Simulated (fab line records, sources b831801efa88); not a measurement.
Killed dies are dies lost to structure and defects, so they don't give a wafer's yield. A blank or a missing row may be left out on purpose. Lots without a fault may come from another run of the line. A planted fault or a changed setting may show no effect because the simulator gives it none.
fab line records | flow sky130 | part 2 of 2: steps 27 to 34 of 34
record lots=5 wafers=15 last_day=50
route steps=708 shown VIA2@518 METAL3@532 CAPM@537
lots that met no fault: from a run of the same line without faults
start_h: hours from the record's first day to the start of the lot's first wafer shown | wait_h: hours since the lot's step before | " the same as in the row above | L1.1+2: a row that stands for several wafers | - no value, or no start given | * or withheld: withheld | < > ~ a bound
route shown NAME@n: a module of which the file shows steps, and the number in the route of the first | usual: mean/standard deviation of fault-free wafers | same: alike in all rows | chamber/n: place in a boat | sites: the reading at each site | _std_site: their standard deviation | _edge_site: outer sites' mean less inner sites' | radius_mm: how far each site lies from the wafer's centre | mask NAME#n: copy n | behind: the tool/chamber that last shaped the wafer | hold: why the lot was held/for how many hours/how that ended | device: the transistor (n, p or np) that didn't switch | end of line: the same wafers' tests at the end of the route | a step without rows: its recipe alone | killed: dies lost to structure and defects at the first sort, not the wafer's yield | map: a wafer's dies, x killed, . not, _ none there
set.NAME: the setting as run; set.NAME@STEP: as run at that earlier step | model.NAME: the simulator's own value behind a step, which no gauge read
lots at some steps of the route; a table a step, a row a wafer
services: from which hour (start_h, from the record's first day; less than 0 if before it) a tool's chamber was out of use, for how many hours, and why
## steps
# step SKY_CAPM_COAT_07
# recipe resist=NOVOLAK spin_rpm=3000 resist_thk_nm=1140
# usual resist_line_temp_C=23.00/0.1
# columns lot.wafer tool chamber start_h wait_h resist_line_temp_C
L082.3 litho_track-01 0 931.34 0.1 23.05
L082.4 " 0 " " 22.94
L082.6 " 0 " " 23.12
L084.3 litho_track-03 0 933.28 0.1 23.09
L084.4 " 0 " " 23.08
L084.6 " 0 " " 23.06
L087.2 litho_track-02 0 960.23 0.1 22.95
L087.3 " 0 " " 22.97
L087.5 " 0 " " 22.74
L090.1 litho_track-02 0 976.86 0.1 23.04
L090.4 " 0 " " 23.11
L090.6 " 0 " " 23.12
L096.3 litho_track-02 0 1022.11 0.1 23.00
L096.4 " 0 " " 23.11
L096.6 " 0 " " 22.96
# step SKY_CAPM_SOFTBAKE_08
# recipe temp_c=90 time_s=60 resist=NOVOLAK
# usual resist_line_temp_C=22.98/0.098
# columns lot.wafer tool chamber start_h wait_h resist_line_temp_C
L082.3 litho_track-01 0 931.49 0.1 23.11
L082.4 " 0 " " 22.99
L082.6 " 0 " " 23.15
L084.3 litho_track-03 0 933.43 0.1 23.09
L084.4 " 0 " " 22.87
L084.6 " 0 " " 23.08
L087.2 litho_track-02 0 960.38 0.1 22.74
L087.3 " 0 " " 22.96
L087.5 " 0 " " 22.80
L090.1 litho_track-02 0 977.01 0.1 22.96
L090.4 " 0 " " 22.99
L090.6 " 0 " " 23.03
L096.3 litho_track-02 0 1022.26 0.1 22.98
L096.4 " 0 " " 22.99
L096.6 " 0 " " 23.00
# step SKY_CAPM_EXPOSE_09
# recipe mask_id=CAPM na=0.6 source_shape=conventional sigma_outer=0.6 polarization=unpolarized target_cd_nm=1000 dose_mj=159
# columns lot.wafer tool chamber start_h wait_h mask
L082.3+4+6 iline_stepper-02 0 - - CAPM#0
L084.3+4+6 iline_stepper-02 0 - - CAPM#0
L087.2+3+5 iline_stepper-01 0 - - CAPM#0
L090.1+4+6 iline_stepper-02 0 - - CAPM#0
L096.3+4+6 iline_stepper-01 0 - - CAPM#0
# step SKY_CAPM_PEB_10
# recipe temp_c=withheld time_s=* resist=NOVOLAK
# usual resist_line_temp_C=*
# columns lot.wafer tool chamber start_h wait_h resist_line_temp_C
L082.3 litho_track-02 0 - - *
L082.4 " 0 " " *
L082.6 " 0 " " *
L084.3 litho_track-02 0 - - *
L084.4 " 0 " " *
L084.6 " 0 " " *
L087.2 litho_track-01 0 - - *
L087.3 " 0 " " *
L087.5 " 0 " " *
L090.1 litho_track-02 0 - - *
L090.4 " 0 " " *
L090.6 " 0 " " *
L096.3 litho_track-02 0 - - *
L096.4 " 0 " " *
L096.6 " 0 " " *
# step SKY_CAPM_DEVELOP_11
# recipe resist=NOVOLAK developer=TMAH develop_time_s=60 dev_temp_c=23
# usual developer_temp_C=22.99/0.1 resist_line_temp_C=23.02/0.1
# same develop_time_s=60
# columns lot.wafer tool chamber start_h wait_h developer_temp_C resist_line_temp_C
L082.3 litho_track-02 0 943.76 0.1 23.01 23.03
L082.4 " 0 " " 22.99 23.09
L082.6 " 0 " " 23.13 23.17
L084.3 litho_track-02 0 945.01 0.1 23.09 23.06
L084.4 " 0 " " 23.12 23.00
L084.6 " 0 " " 23.10 22.95
L087.2 litho_track-01 0 971.86 0.1 23.05 22.94
L087.3 " 0 " " 23.03 22.91
L087.5 " 0 " " 23.14 22.91
L090.1 litho_track-02 0 988.66 0.1 23.10 23.03
L090.4 " 0 " " 23.01 22.96
L090.6 " 0 " " 22.89 23.17
L096.3 litho_track-02 0 1033.86 0.1 23.05 23.27
L096.4 " 0 " " 22.96 22.97
L096.6 " 0 " " 22.97 23.07
# step SKY_CAPM_OVL_MEAS_12
# usual CAPM_OVL=-0.3/1.5
# columns lot.wafer tool chamber start_h wait_h CAPM_OVL[nm]
L082.3 overlay-01 - 943.87 0.1 -1.2
L082.4 " - " " 0.2
L082.6 " - " " -1.0
L084.3 overlay-01 - 945.12 0.1 -3.2
L084.4 " - " " -4.5
L084.6 " - " " -4.1
L087.2 overlay-02 - 971.99 0.1 -0.1
L087.3 " - " " -0.4
L087.5 " - " " -0.6
L090.1 overlay-01 - 988.81 0.1 -2.4
L090.4 " - " " -2.3
L090.6 " - " " -0.1
L096.3 overlay-01 - 1033.97 0.1 0.5
L096.4 " - " " 1.3
L096.6 " - " " -0.1
# step SKY_CAPM_METAL_ETCH_13
# recipe target_depth_nm=220 stop_on=SiO2 chemistry=Cl2/BCl3 target=TiN pressure_mtorr=10 icp_w=900 bias_w=48.5 Cl2_flow_sccm=60 bcl3_flow_sccm=30 time_s=62.9
# usual bcl3_flow_sccm=30.01/0.086 drypump_motor_current_A=5.8/0.4 mfc_cl2_sccm=60.00/0.18 oes_product_au=0.937/0.0071 throttle_valve_pct=21.904/0.0086
# columns lot.wafer tool chamber start_h wait_h bcl3_flow_sccm drypump_motor_current_A mfc_cl2_sccm oes_product_au rf_hours_counter_h throttle_valve_pct
L082.3 rie_metal-01 0 943.92 0.0 30.01 5.2 60.03 0.941 - 21.906
L082.4 " 1 " " 29.85 5.9 60.21 0.934 - 21.907
L082.6 " 1 " " 30.05 5.9 59.95 0.942 - 21.902
L084.3 rie_metal-04 0 945.17 0.0 29.90 5.9 60.16 0.934 - 21.902
L084.4 " 1 " " 30.01 6.3 59.89 0.939 - 21.899
L084.6 " 0 " " 29.87 5.9 60.08 0.935 - 21.894
L087.2 rie_metal-01 0 972.02 0.0 29.95 5.2 60.06 0.926 13 21.900
L087.3 " 1 " " 29.96 6.0 59.87 0.946 - 21.909
L087.5 " 0 " " 29.87 5.2 60.11 0.943 - 21.899
L090.1 rie_metal-04 1 988.84 0.0 30.03 6.3 60.19 0.946 8 21.918
L090.4 " 0 " " 30.00 5.9 59.64 0.940 - 21.909
L090.6 " 0 " " 29.83 5.9 59.80 0.938 - 21.911
L096.3 rie_metal-01 1 1034.02 0.0 30.05 5.9 60.13 0.923 - 21.920
L096.4 " 0 " " 29.90 5.2 59.71 0.945 - 21.909
L096.6 " 0 " " 30.05 5.2 59.80 0.941 - 21.895
# step SKY_CAPM_STRIP_14
# recipe chemistry=O2/N2 power_w=1400 pressure_mtorr=1500 platen_temp_c=withheld o2_flow_sccm=3000 n2_flow_sccm=300 overash_fraction=0.5
# usual drypump_motor_current_A=5.8/0.47 oes_product_au=0.711/0.0045 strip_time_to_endpoint_s=12.68/0.045
# columns lot.wafer tool chamber start_h wait_h drypump_motor_current_A oes_product_au rf_hours_counter_h strip_time_to_endpoint_s
L082.3 plasma_asher-01 1 944.00 0.1 6.3 0.707 - 12.70
L082.4 " 0 " " 6.2 0.715 - 12.64
L082.6 " 0 " " 6.2 0.716 - 12.67
L084.3 plasma_asher-01 0 945.25 0.1 6.2 0.706 - 12.65
L084.4 " 1 " " 6.3 0.707 - 12.71
L084.6 " 1 " " 6.3 0.714 - 12.64
L087.2 plasma_asher-02 1 972.10 0.1 5.7 0.714 55 12.66
L087.3 " 1 " " 5.7 0.705 - 12.65
L087.5 " 1 " " 5.7 0.707 - 12.69
L090.1 plasma_asher-02 0 988.92 0.1 4.8 0.710 57 12.69
L090.4 " 1 " " 5.7 0.708 - 12.67
L090.6 " 1 " " 5.7 0.711 - 12.65
L096.3 plasma_asher-03 1 1034.10 0.1 5.7 0.706 - 12.71
L096.4 " 0 " " 6.0 0.718 - 12.72
L096.6 " 0 " " 5.9 0.701 - 12.76
## services
# columns tool chamber start_h hours kind
cmp-02 - 896.35 2.2 repair
rie_diel-01 - 901.37 0.5 repair
rie_diel-01 0 901.42 11.7 repair
cvd_w-01 - 904.00 14.0 pm
pvd_sputter-04 - 911.62 2.0 repair
cmp-02 - 912.54 0.9 repair
cvd_w-01 - 913.34 0.5 repair
pecvd-03 - 920.23 2.8 pm
cvd_w-01 - 938.59 1.1 repair
pvd_sputter-02 - 938.69 2.4 repair
rie_diel-01 0 945.56 3.9 repair
pvd_sputter-01 - 945.79 17.2 repair
pvd_sputter-02 - 946.04 2.1 repair
rie_diel-02 - 951.05 2.8 pm
plasma_asher-01 - 957.25 1.2 repair
rie_diel-02 1 959.72 6.5 repair
pecvd-03 1 960.58 10.9 repair
pvd_sputter-03 - 965.62 10.3 repair
rie_diel-02 3 967.04 4.9 repair
plasma_asher-01 - 968.18 7.1 repair
rie_diel-04 - 973.22 15.6 pm
pvd_sputter-03 - 974.49 2.7 repair
cvd_w-02 1 1000.94 4.2 repair
rie_diel-04 - 1017.06 0.3 repair
